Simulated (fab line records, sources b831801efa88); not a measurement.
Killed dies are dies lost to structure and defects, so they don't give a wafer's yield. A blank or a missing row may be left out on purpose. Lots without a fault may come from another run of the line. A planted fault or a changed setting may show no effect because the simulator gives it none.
Chamber matching | flow gf180mcu | GF_HV_LDD_ETCHBACK_58 on rie_diel-03: 4 sister chambers
The step etches Si3N4 in CH3F/O2, stops on SiO2, time 100 s, target depth 90 nm. 30 wafers are shown with their chamber, then 12 later ones without.

WAFERS WITH THEIR CHAMBER
wafer  | chamber | drypump_motor_current_A (A) | oes_product_au (a.u.) | throttle_valve_pct (%)
L074.2 | 3       | 6.6                         | 0.840                 | 10.558
L074.4 | 2       | 5.9                         | 0.848                 | 10.571
L074.6 | 3       | 6.6                         | 0.849                 | 10.567
L076.1 | 0       | 5.6                         | 0.834                 | 10.555
L076.3 | 3       | 6.6                         | 0.847                 | 10.558
L076.5 | 1       | 6.5                         | 0.837                 | 10.559
L078.2 | 1       | 6.5                         | 0.827                 | 10.556
L078.5 | 0       | 5.6                         | 0.833                 | 10.570
L078.6 | 1       | 6.5                         | 0.840                 | 10.559
L079.1 | 2       | 5.9                         | 0.850                 | 10.556
L079.4 | 0       | 5.6                         | 0.853                 | 10.538
L079.5 | 0       | 5.6                         | 0.851                 | 10.548
L081.1 | 2       | 5.9                         | 0.836                 | 10.557
L081.2 | 3       | 6.6                         | 0.854                 | 10.557
L081.6 | 0       | 5.6                         | 0.839                 | 10.576
L082.3 | 2       | 5.9                         | 0.840                 | 10.558
L082.5 | 2       | 5.9                         | 0.857                 | 10.564
L082.6 | 3       | 6.5                         | 0.848                 | 10.561
L084.1 | 0       | 5.6                         | 0.846                 | 10.560
L084.2 | 1       | 6.5                         | 0.837                 | 10.554
L084.3 | 3       | 6.6                         | 0.841                 | 10.559
L084.4 | 2       | 5.9                         | 0.846                 | 10.562
L084.5 | 1       | 6.5                         | 0.846                 | 10.543
L084.6 | 0       | 5.6                         | 0.840                 | 10.562
L086.1 | 1       | 6.5                         | 0.844                 | 10.557
L086.3 | 0       | 5.6                         | 0.833                 | 10.546
L086.5 | 3       | 6.6                         | 0.849                 | 10.573
L087.1 | 1       | 6.5                         | 0.843                 | 10.579
L087.4 | 0       | 5.6                         | 0.831                 | 10.546
L087.5 | 0       | 5.5                         | 0.836                 | 10.569

SIGNATURES (means of the wafers above)
reading                 | chamber 0 | chamber 1 | chamber 2 | chamber 3 | scatter within a chamber
drypump_motor_current_A | 5.590     | 6.500     | 5.900     | 6.586     | 0.026
oes_product_au          | 0.83960   | 0.83914   | 0.84617   | 0.84686   | 0.00685
throttle_valve_pct      | 10.55700  | 10.55814  | 10.56133  | 10.56186  | 0.00972
Rule: a wafer's distance from a chamber is the root of the sum, over the readings, of the square of ((its reading less the chamber's mean) divided by the reading's scatter). The wafer belongs to the nearest chamber; if the next one is less than 2 further off, it can't be placed. The scatter: the root of (the sum of the squares of (reading less its chamber's mean) over the shown wafers, divided by (wafers less chambers)).

WAFERS WITHOUT THEIR CHAMBER
wafer  | drypump_motor_current_A (A) | oes_product_au (a.u.) | throttle_valve_pct (%)
L090.1 | 6.5                         | 0.850                 | 10.565
L090.2 | 5.9                         | 0.852                 | 10.544
L090.3 | 5.6                         | 0.848                 | 10.573
L091.2 | 6.5                         | 0.834                 | 10.564
L091.5 | 5.6                         | 0.828                 | 10.551
L091.6 | 6.5                         | 0.832                 | 10.564
L092.3 | 5.9                         | 0.837                 | 10.586
L092.5 | 5.6                         | 0.843                 | 10.566
L092.6 | 6.6                         | 0.838                 | 10.569
L095.2 | 6.6                         | 0.843                 | 10.574
L095.4 | 5.6                         | 0.840                 | 10.578
L095.6 | 5.9                         | 0.838                 | 10.558

WHICH CHAMBER EACH WENT THROUGH
wafer  | from the rows above     | in truth
L090.1 | can't be placed: 1 or 3 | 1
L090.2 | 2                       | 2
L090.3 | 0                       | 0
L091.2 | 1                       | 1
L091.5 | 0                       | 0
L091.6 | 1                       | 1
L092.3 | 2                       | 2
L092.5 | 0                       | 0
L092.6 | 3                       | 3
L095.2 | 3                       | 3
L095.4 | 0                       | 0
L095.6 | 2                       | 2
Placed correctly: 11 of 12. Can't be placed from these rows: 1 (the true chamber is among the candidates in 1). Placed wrongly: 0.
